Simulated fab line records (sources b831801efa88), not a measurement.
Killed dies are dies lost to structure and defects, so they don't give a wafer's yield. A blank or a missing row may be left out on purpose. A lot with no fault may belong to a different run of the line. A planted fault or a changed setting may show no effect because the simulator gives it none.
Struck lot and sound lot, side by side	flow gf180mcu	15 out of 602 route steps
Sound: wafers L110.2, L110.4, L110.5. Wafers L128.4, L128.5, L128.6 were the ones struck. The cause is given at the end.
Per side, at each step with rows, come the tool, then ch with its chambers, and then its first start. Under that, the readings that differ: sound wafers	struck wafers	difference of the means	sigmas: that difference in standard deviations of wafers without a fault.
alike: a reading whose means differ by less than 2 such deviations, as well as words and numbers matching on both sides. not compared: withheld readings; readings where some wafer has no value; bounds like >300 that might hide an equal value; numbers whose values overlap and for which the record gives no deviation.
Wherever a step has rows on one side only, a row that says differs or no value, or a row with sigmas, the two part there. When numbers do not overlap yet have no deviation, they are printed without sigmas and do not part them. A reading that every wafer of one side lacks parts them only if that side has two wafers or more.

GF_VT_IMPLANT_OVL_MEAS_18:
  struck on overlay-01, day 12 08:17; sound on overlay-02, day 7 14:35
  alike: VT_IMPLANT_01_OVL
then, 1 step without rows for these wafers: GF_VT_IMPLANT_IMPLANT_19.
GF_VT_IMPLANT_STRIP_20: strips in O2/N2.
  sound on plasma asher-03 ch 0,1, day 7 14:46; struck on plasma asher-04 ch 0,1, day 12 08:29
  alike: drypump motor current A, heater power w, oes product au, strip time to endpoint s
  not compared: rf hours counter h
GF_VT_IMPLANT_TW_MEAS_21:
  struck on film metro-04, day 12 08:35; sound on film metro-01, day 7 14:53
  alike: VT_IMPLANT_2_TW
then, 7 steps without rows for these wafers: GF_VT_IMPLANT_DEHYDRATE_22 (time 60 s); GF_VT_IMPLANT_HMDS_23 (prime time 60 s); GF_VT_IMPLANT_COAT_24 (resist thk 1000 nm); GF_VT_IMPLANT_SOFTBAKE_25 (time 60 s); GF_VT_IMPLANT_EXPOSE_26 (exposes mask LVPWELL HV AREA, target cd 860 nm); GF_VT_IMPLANT_PEB_27; GF_VT_IMPLANT_DEVELOP_28 (develop time 60 s).
GF_VT_IMPLANT_OVL_MEAS_29:
  struck on overlay-02, day 13 04:36; sound on overlay-01, day 8 07:23
  alike: VT_IMPLANT_02_OVL
GF_VT_IMPLANT_IMPLANT_30:
  sound on implanter-03 ch 0, day 8 07:27; struck on implanter-03 ch 0, day 13 04:42
reading	sound	struck	difference	sigmas
beam energy keV	25.007 25.009 25.001	25.798 25.792 25.803	+0.792	+99 or more
model.implant.rp nm (nm)	81.25 81.25 81.25	85.89 85.89 85.89	+4.64	
model.implant.drp nm (nm)	35.62 35.62 35.62	36.95 36.95 36.95	+1.33	
GF_VT_IMPLANT_STRIP_31: strips in O2/N2.
  sound on plasma asher-01 ch 0, day 8 07:34; struck on plasma asher-03 ch 0,1, day 13 04:48
  alike: drypump motor current A, heater power w, oes product au, strip time to endpoint s
  not compared: rf hours counter h
-- record jumps: 22 days separate the struck wafers' starts on either side; left off in module VT_IMPLANT, taken up again in module PASSIVATION, whose first shown step is the route's number 602 --
GF_PASSIVATION_PROBE_99:
  record: rows for the struck wafers here (prober-01, day 34 23:27), none for the sound ones

WHERE THEY PART
Last at GF_PASSIVATION_PROBE_99 as far as this record goes, first at GF_VT_IMPLANT_IMPLANT_30.

WHY: what had been put in by the simulator
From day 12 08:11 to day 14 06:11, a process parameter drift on implanter-03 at GF_VT_IMPLANT_IMPLANT_30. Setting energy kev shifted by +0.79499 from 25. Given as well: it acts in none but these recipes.
